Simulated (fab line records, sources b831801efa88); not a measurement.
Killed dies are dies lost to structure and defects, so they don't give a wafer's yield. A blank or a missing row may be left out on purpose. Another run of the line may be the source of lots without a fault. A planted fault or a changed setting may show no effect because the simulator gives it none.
fab line records + flow gf180mcu
record:
- lots: 14
- wafers: 42
- last_day: 34
route steps=602 shown HV_LDD@233 SAB@271 SALICIDE@281
lots that met no fault: from a run of the same line without faults
start_h: start of the lot's first displayed wafer, in hours after the record's first day + wait_h: time in hours since the lot's previous step + " unchanged from the row above + L1.1+2: a row that stands for several wafers + - no value, or no start given + * or withheld: withheld + < > ~ a bound
route shown NAME@n: a module of which the file shows steps, and the number in the route of the first + usual: mean and standard deviation over wafers with no fault + same: alike in all rows + chamber/n: place in a boat + sites: per-site readings + _std_site: the standard deviation of these + _edge_site: the outer-site mean with the inner-site mean subtracted + radius_mm: how far each site lies from the wafer's centre + mask NAME#n: copy n + behind: the most recent tool/chamber to have shaped the wafer + hold: why the lot went on hold/how many hours it stayed there/how the hold came to an end + device: whichever transistor did not switch (one of n, p or np) + end of line: the same wafers' tests at the end of the route + a step given without rows: its recipe and nothing more + killed: the dies lost at the first sort to structure and to defects; this is not the yield of the wafer + map: per-die view of a wafer (x killed, . not killed, _ where there is no die)
set.NAME: setting as actually run; set.NAME@STEP: the setting as run at that earlier step + model.NAME: the simulator's own value behind a step, which no gauge read
a sample of lots followed through the steps of the route, with each step as a table and each wafer as a row
services: when a tool's chamber went out of use (start_h, in hours from the record's first day, below 0 if earlier), for how many hours, and the reason
== steps ==
step: GF_HV_LDD_THK_MEAS_57
recipe:
- reads: Si3N4_of_HV_LDD_CVD_56
usual:
- HV_LDD_CVD_56_THK: 89.9/0.8
| lot.wafer | tool          | chamber | start_h | wait_h | HV_LDD_CVD_56_THK[nm] |
|-----------|---------------|---------|---------|--------|-----------------------|
| L669.3    | film_metro-03 | -       | 276.17  | 0.0    | 89.1                  |
| L669.4    | "             | -       | "       | "      | 89.0                  |
| L669.6    | "             | -       | "       | "      | 90.3                  |
| L673.1    | film_metro-03 | -       | 307.43  | 0.0    | 88.9                  |
| L673.4    | "             | -       | "       | "      | 89.2                  |
| L673.5    | "             | -       | "       | "      | 89.3                  |
| L674.3    | film_metro-02 | -       | 317.25  | 0.0    | 90.2                  |
| L674.4    | "             | -       | "       | "      | 89.5                  |
| L674.6    | "             | -       | "       | "      | 89.7                  |
| L675.1    | film_metro-02 | -       | 324.81  | 0.0    | 90.3                  |
| L675.4    | "             | -       | "       | "      | 91.0                  |
| L675.6    | "             | -       | "       | "      | 91.1                  |
| L676.2    | film_metro-03 | -       | 333.99  | 0.0    | 89.5                  |
| L676.4    | "             | -       | "       | "      | 88.8                  |
| L676.6    | "             | -       | "       | "      | 90.3                  |
| L677.3    | film_metro-02 | -       | 341.09  | 0.0    | 88.5                  |
| L677.4    | "             | -       | "       | "      | 88.0                  |
| L677.5    | "             | -       | "       | "      | 88.4                  |
| L678.2    | film_metro-03 | -       | 344.40  | 0.0    | 90.5                  |
| L678.5    | "             | -       | "       | "      | 89.9                  |
| L678.6    | "             | -       | "       | "      | 90.2                  |
| L679.1    | film_metro-03 | -       | 357.35  | 0.0    | 89.9                  |
| L679.4    | "             | -       | "       | "      | 90.3                  |
| L679.6    | "             | -       | "       | "      | 89.4                  |
| L680.1    | film_metro-03 | -       | 362.00  | 0.0    | 91.4                  |
| L680.2    | "             | -       | "       | "      | 91.5                  |
| L680.6    | "             | -       | "       | "      | 91.0                  |
| L681.2    | film_metro-03 | -       | 372.71  | 0.0    | 90.3                  |
| L681.3    | "             | -       | "       | "      | 89.9                  |
| L681.5    | "             | -       | "       | "      | 89.6                  |
| L689.2    | film_metro-03 | -       | 440.82  | 0.0    | 89.9                  |
| L689.3    | "             | -       | "       | "      | 90.2                  |
| L689.5    | "             | -       | "       | "      | 89.0                  |
| L690.1    | film_metro-04 | -       | 443.31  | 0.0    | 90.8                  |
| L690.5    | "             | -       | "       | "      | 90.8                  |
| L690.6    | "             | -       | "       | "      | 90.6                  |
| L691.1    | film_metro-03 | -       | 452.24  | 0.0    | 89.9                  |
| L691.2    | "             | -       | "       | "      | 91.8                  |
| L691.4    | "             | -       | "       | "      | 90.9                  |
| L692.1    | film_metro-04 | -       | 457.71  | 0.0    | 91.2                  |
| L692.2    | "             | -       | "       | "      | 90.6                  |
| L692.6    | "             | -       | "       | "      | 90.5                  |
step: GF_SAB_PEB_07
recipe:
- temp_c: withheld
- time_s: *
- resist: NOVOLAK
usual:
- chill_plate_temp_C: *
- exhaust_pa: 45.0/0.94
| lot.wafer | tool           | chamber | start_h | wait_h | chill_plate_temp_C | exhaust_pa |
|-----------|----------------|---------|---------|--------|--------------------|------------|
| L669.3    | litho_track-02 | 0       | 337.29  | -      | *                  | 46.4       |
| L669.4    | "              | 0       | "       | "      | *                  | 44.8       |
| L669.6    | "              | 0       | "       | "      | *                  | 45.7       |
| L673.1    | litho_track-01 | 0       | 372.71  | -      | *                  | 45.7       |
| L673.4    | "              | 0       | "       | "      | *                  | 45.8       |
| L673.5    | "              | 0       | "       | "      | *                  | 46.8       |
| L674.3    | litho_track-04 | 0       | 383.02  | -      | *                  | 46.3       |
| L674.4    | "              | 0       | "       | "      | *                  | 45.6       |
| L674.6    | "              | 0       | "       | "      | *                  | 44.7       |
| L675.1    | litho_track-02 | 0       | 391.19  | -      | *                  | 43.3       |
| L675.4    | "              | 0       | "       | "      | *                  | 44.4       |
| L675.6    | "              | 0       | "       | "      | *                  | 45.3       |
| L676.2    | litho_track-04 | 0       | 401.70  | -      | *                  | 44.5       |
| L676.4    | "              | 0       | "       | "      | *                  | 43.4       |
| L676.6    | "              | 0       | "       | "      | *                  | 44.1       |
| L677.3    | litho_track-01 | 0       | 408.66  | -      | *                  | 43.6       |
| L677.4    | "              | 0       | "       | "      | *                  | 44.8       |
| L677.5    | "              | 0       | "       | "      | *                  | 42.6       |
| L678.2    | litho_track-01 | 0       | 413.59  | -      | *                  | 44.9       |
| L678.5    | "              | 0       | "       | "      | *                  | 46.1       |
| L678.6    | "              | 0       | "       | "      | *                  | 44.3       |
| L679.1    | litho_track-01 | -       | 426.81  | -      | -                  | -          |
| L679.4    | "              | -       | "       | "      | -                  | -          |
| L679.6    | "              | -       | "       | "      | -                  | -          |
| L680.1    | litho_track-02 | -       | 432.89  | -      | -                  | -          |
| L680.2    | "              | -       | "       | "      | -                  | -          |
| L680.6    | "              | -       | "       | "      | -                  | -          |
| L681.2    | litho_track-01 | 0       | 444.34  | -      | *                  | 44.9       |
| L681.3    | "              | 0       | "       | "      | *                  | 44.7       |
| L681.5    | "              | 0       | "       | "      | *                  | 45.1       |
| L689.2    | litho_track-02 | 0       | 514.56  | -      | *                  | 44.4       |
| L689.3    | "              | 0       | "       | "      | *                  | 44.2       |
| L689.5    | "              | 0       | "       | "      | *                  | 45.1       |
| L690.1    | litho_track-04 | 0       | 515.87  | -      | *                  | 45.0       |
| L690.5    | "              | 0       | "       | "      | *                  | 45.2       |
| L690.6    | "              | 0       | "       | "      | *                  | 44.9       |
| L691.1    | litho_track-01 | 0       | 524.61  | -      | *                  | 44.6       |
| L691.2    | "              | 0       | "       | "      | *                  | 45.7       |
| L691.4    | "              | 0       | "       | "      | *                  | 44.3       |
| L692.1    | litho_track-01 | 0       | 528.51  | -      | *                  | 46.5       |
| L692.2    | "              | 0       | "       | "      | *                  | 45.2       |
| L692.6    | "              | 0       | "       | "      | *                  | 45.1       |
step: GF_SAB_OVL_MEAS_10
usual:
- SAB_OVL: 1.1/1.5
| lot.wafer | tool       | chamber | start_h | wait_h | SAB_OVL[nm] |
|-----------|------------|---------|---------|--------|-------------|
| L669.3    | overlay-02 | -       | 337.67  | 0.1    | 0.1         |
| L669.4    | "          | -       | "       | "      | 2.1         |
| L669.6    | "          | -       | "       | "      | 1.2         |
| L673.1    | overlay-01 | -       | 373.13  | 0.1    | 1.7         |
| L673.4    | "          | -       | "       | "      | -1.4        |
| L673.5    | "          | -       | "       | "      | -0.1        |
| L674.3    | overlay-01 | -       | 383.40  | 0.1    | 3.4         |
| L674.4    | "          | -       | "       | "      | 3.5         |
| L674.6    | "          | -       | "       | "      | 4.4         |
| L675.1    | overlay-01 | -       | 391.61  | 0.1    | 2.9         |
| L675.4    | "          | -       | "       | "      | 1.7         |
| L675.6    | "          | -       | "       | "      | 1.6         |
| L676.2    | overlay-02 | -       | 402.10  | 0.1    | 1.0         |
| L676.4    | "          | -       | "       | "      | -0.1        |
| L676.6    | "          | -       | "       | "      | 0.1         |
| L677.3    | overlay-01 | -       | 409.05  | 0.1    | 1.8         |
| L677.4    | "          | -       | "       | "      | 2.1         |
| L677.5    | "          | -       | "       | "      | 2.6         |
| L678.2    | overlay-02 | -       | 413.99  | 0.1    | -0.8        |
| L678.5    | "          | -       | "       | "      | -0.9        |
| L678.6    | "          | -       | "       | "      | -1.5        |
| L679.1    | overlay-01 | -       | 427.23  | 0.1    | 1.3         |
| L679.4    | "          | -       | "       | "      | -0.1        |
| L679.6    | "          | -       | "       | "      | 2.4         |
| L680.1    | overlay-01 | -       | 433.31  | 0.1    | 2.3         |
| L680.2    | "          | -       | "       | "      | 0.8         |
| L680.6    | "          | -       | "       | "      | 1.6         |
| L681.2    | overlay-02 | -       | 444.74  | 0.1    | 2.2         |
| L681.3    | "          | -       | "       | "      | 2.8         |
| L681.5    | "          | -       | "       | "      | 2.2         |
| L689.2    | overlay-01 | -       | 514.96  | 0.1    | -0.3        |
| L689.3    | "          | -       | "       | "      | -1.1        |
| L689.5    | "          | -       | "       | "      | 0.6         |
| L690.1    | overlay-02 | -       | 516.29  | 0.1    | 1.5         |
| L690.5    | "          | -       | "       | "      | 0.2         |
| L690.6    | "          | -       | "       | "      | 1.6         |
| L691.1    | overlay-02 | -       | 525.03  | 0.1    | 2.0         |
| L691.2    | "          | -       | "       | "      | 1.2         |
| L691.4    | "          | -       | "       | "      | 2.1         |
| L692.1    | overlay-02 | -       | 528.93  | 0.1    | 3.4         |
| L692.2    | "          | -       | "       | "      | 2.4         |
| L692.6    | "          | -       | "       | "      | 3.0         |
step: GF_SALICIDE_SPUTTER_03
recipe:
- material: TiN
- target_thk_nm: 20
- power_w: 6500
- time_s: 16.7
- chamber_pressure_pa: 0.4
usual:
- chamber_pressure_pa: 0.4000/0.00092
- throttle_valve_pct: 30.4/0.89
| lot.wafer | tool           | chamber | start_h | wait_h | chamber_pressure_pa | throttle_valve_pct |
|-----------|----------------|---------|---------|--------|---------------------|--------------------|
| L669.3    | pvd_sputter-03 | -       | 338.07  | 0.0    | 0.3999              | 32.2               |
| L669.4    | "              | -       | "       | "      | 0.3990              | 31.0               |
| L669.6    | "              | -       | "       | "      | 0.4005              | 31.0               |
| L673.1    | pvd_sputter-01 | -       | 373.54  | 0.0    | 0.4003              | 31.2               |
| L673.4    | "              | -       | "       | "      | 0.4005              | 30.9               |
| L673.5    | "              | -       | "       | "      | 0.3996              | 29.3               |
| L674.3    | pvd_sputter-03 | -       | 383.80  | 0.0    | 0.3991              | 31.5               |
| L674.4    | "              | -       | "       | "      | 0.3995              | 30.8               |
| L674.6    | "              | -       | "       | "      | 0.4003              | 31.7               |
| L675.1    | pvd_sputter-01 | -       | 392.01  | 0.0    | 0.4004              | 31.3               |
| L675.4    | "              | -       | "       | "      | 0.3991              | 30.9               |
| L675.6    | "              | -       | "       | "      | 0.3996              | 31.1               |
| L676.2    | pvd_sputter-02 | -       | 402.50  | 0.0    | 0.3994              | 30.5               |
| L676.4    | "              | -       | "       | "      | 0.4011              | 29.5               |
| L676.6    | "              | -       | "       | "      | 0.3989              | 30.2               |
| L677.3    | pvd_sputter-02 | -       | 409.45  | 0.0    | 0.3993              | 29.8               |
| L677.4    | "              | -       | "       | "      | 0.4002              | 29.8               |
| L677.5    | "              | -       | "       | "      | 0.3988              | 28.9               |
| L678.2    | pvd_sputter-02 | -       | 414.39  | 0.0    | 0.3993              | 30.0               |
| L678.5    | "              | -       | "       | "      | 0.3998              | 29.4               |
| L678.6    | "              | -       | "       | "      | 0.3993              | 29.0               |
| L679.1    | pvd_sputter-02 | -       | 427.64  | 0.0    | 0.4001              | 29.8               |
| L679.4    | "              | -       | "       | "      | 0.3992              | 30.4               |
| L679.6    | "              | -       | "       | "      | 0.4007              | 30.3               |
| L680.1    | pvd_sputter-01 | -       | 433.72  | 0.0    | 0.3993              | 31.1               |
| L680.2    | "              | -       | "       | "      | 0.4001              | 31.1               |
| L680.6    | "              | -       | "       | "      | 0.4006              | 31.1               |
| L681.2    | pvd_sputter-03 | -       | 445.14  | 0.0    | 0.3985              | 31.5               |
| L681.3    | "              | -       | "       | "      | 0.3998              | 32.0               |
| L681.5    | "              | -       | "       | "      | 0.4015              | 30.2               |
| L689.2    | pvd_sputter-03 | -       | 515.36  | 0.0    | 0.4000              | 30.9               |
| L689.3    | "              | -       | "       | "      | 0.3988              | 30.0               |
| L689.5    | "              | -       | "       | "      | 0.4012              | 32.0               |
| L690.1    | pvd_sputter-02 | -       | 516.69  | 0.0    | 0.3994              | 28.8               |
| L690.5    | "              | -       | "       | "      | 0.4012              | 30.5               |
| L690.6    | "              | -       | "       | "      | 0.3989              | 30.0               |
| L691.1    | pvd_sputter-01 | -       | 525.44  | 0.0    | 0.3985              | 30.7               |
| L691.2    | "              | -       | "       | "      | 0.4003              | 31.1               |
| L691.4    | "              | -       | "       | "      | 0.4005              | 31.3               |
| L692.1    | pvd_sputter-03 | -       | 529.35  | 0.0    | 0.3999              | 31.2               |
| L692.2    | "              | -       | "       | "      | 0.3986              | 29.9               |
| L692.6    | "              | -       | "       | "      | 0.4002              | 30.2               |
== services ==
| tool           | chamber | start_h | hours | kind   |
|----------------|---------|---------|-------|--------|
| pvd_sputter-02 | -       | 369.07  | 4.4   | repair |
| pvd_sputter-03 | -       | 408.38  | 14.4  | repair |
| pvd_sputter-03 | -       | 457.68  | 3.7   | repair |
| pvd_sputter-03 | -       | 497.42  | 5.8   | repair |
| pvd_sputter-01 | -       | 521.47  | 1.5   | repair |
== key ==
first_sign:
- step: GF_SAB_PEB_07
- reading: tool_record
- direction: missing
effect none on later readings
met_at GF_SAB_PEB_07
struck_lots L679,L680
sort_left_out L679.1,L679.4,L679.6,L680.1,L680.2,L680.6
tester_left_out L679,L680
not_acting_at GF_HV_LDD_THK_MEAS_57,GF_SAB_OVL_MEAS_10,GF_SALICIDE_SPUTTER_03
onset_between 413.59 426.81
fault:
- kind: skipped_step_whole
- tool: litho_track-01,litho_track-02
- chamber: -
- onset_h: 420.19
- steps: GF_SAB_PEB_07
- scope: struck_lots_only
tester_left_out: of these lots the tester's yield and bins aren't shown, on N5 and GAA mostly nor the transistor test; their killed dies are dies lost to structure and defects alone, not to doping, threshold or leakage, so they don't give the yield
sort_left_out: the simulated sort isn't trusted on such a fault, so these wafers' sort isn't shown, and their yield isn't known
